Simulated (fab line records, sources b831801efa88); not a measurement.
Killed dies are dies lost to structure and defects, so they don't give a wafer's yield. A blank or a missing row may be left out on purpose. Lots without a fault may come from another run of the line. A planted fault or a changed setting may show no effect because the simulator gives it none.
Problem report in the 8D (eight disciplines) form, filled by code | flow gf180mcu | the parts of the form that need people (team, actions taken, sign-off) are left out

1. THE PROBLEM
NSD_RS at GF_PSD_RS_MEAS_14 reads a mean of 42.61 ohm/sq on 6 wafers of 2 lots; wafers without a fault read 45.90 ohm/sq with a standard deviation of 0.095. That is -35 standard deviations from the usual mean.
The step: measures by four-point-probe.
First seen on wafer L117.1, day 19 13:47, on film_metro-03. The record holds 39 wafers of 13 lots with a number at this step. Rule for "out", or "out of limits": more than 4 standard deviations from the usual mean. The other wafers with a number count as sound.

2. WHAT IT IS AND WHAT IT IS NOT
question                    | is                           | is not
which readings at this step | NSD_RS                       | -
which lots                  | L117, L118                   | L103, L104, L105, L107, L108, L109, L114, L121, L122, L123, L124
which wafers of those lots  | all that have a number       | -
read on which gauges        | film_metro-01, film_metro-03 | film_metro-02
when                        | from day 19 13:47            | up to then (21 sound wafers); but 12 sound wafers of L121, L122, L123, L124 came after

3. SUSPECTS, AND WHAT RULES EACH OUT
Counting: a tool at a process step up to the reading stays a suspect if it ran every lot that is out and no sound lot after the first of them.
- the gauge at GF_PSD_RS_MEAS_14: ruled out. The wafers that are out were read on 2 gauges (film_metro-01, film_metro-03).
- rtp_anneal-02 at GF_PSD_RTA_13 (time 20 s): kept. It ran every lot that is out, first L117 (day 19 13:43), and no sound lot after that; its last sound lot up to then is L109 (day 16 12:18). Its own readings are out on those wafers: lamp_power_pct, wafer_temp_C_max.
Left after counting: rtp_anneal-02 at GF_PSD_RTA_13.

4. THE CAUSE (what the simulator had put in)
Process parameter drift: rtp_anneal-02, from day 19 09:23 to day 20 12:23, at GF_PSD_RTA_13. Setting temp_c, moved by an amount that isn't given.
Counting left only this tool.

5. THE CHAIN OF EFFECTS, in route order
Each row: a reading whose mean over the struck wafers that have a number lies more than 3 standard deviations from the usual. Only readings for which the record gives a usual standard deviation are gone through. hours: the time from each lot's start at the first step in this table that gives one to its start at this step, as a median over the lots. sigmas: the change in usual standard deviations.
hours | step              | reading          | usual         | on struck wafers | change | sigmas
0     | GF_PSD_RTA_13     | lamp_power_pct   | 34.49 %       | 36.24            | +1.75  | +8.7
0     | GF_PSD_RTA_13     | wafer_temp_C_max | 1028.3        | 1050.6           | +22.3  | +27
0     | GF_PSD_RS_MEAS_14 | NSD_RS           | 45.90 ohm/sq  | 42.61            | -3.29  | -35
0     | GF_PSD_RS_MEAS_15 | PSD_RS           | 108.63 ohm/sq | 99.31            | -9.32  | -32
The process steps in it:
- GF_PSD_RTA_13: time 20 s.

6. WHAT WOULD HAVE CAUGHT IT SOONER
In this record the first reading out of limits at a measuring or inspecting step was taken at day 19 13:47, 4 hours after the fault began at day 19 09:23.
The tool's own readings at GF_PSD_RTA_13 were out on every struck wafer that the step has a row for (lamp_power_pct, wafer_temp_C_max): an alarm limit on them would have fired on the first of those.
Of the lots that are out (2), L118 began GF_PSD_RTA_13 on rtp_anneal-02 after day 19 13:47. A hold on the tool at that time would have spared it.
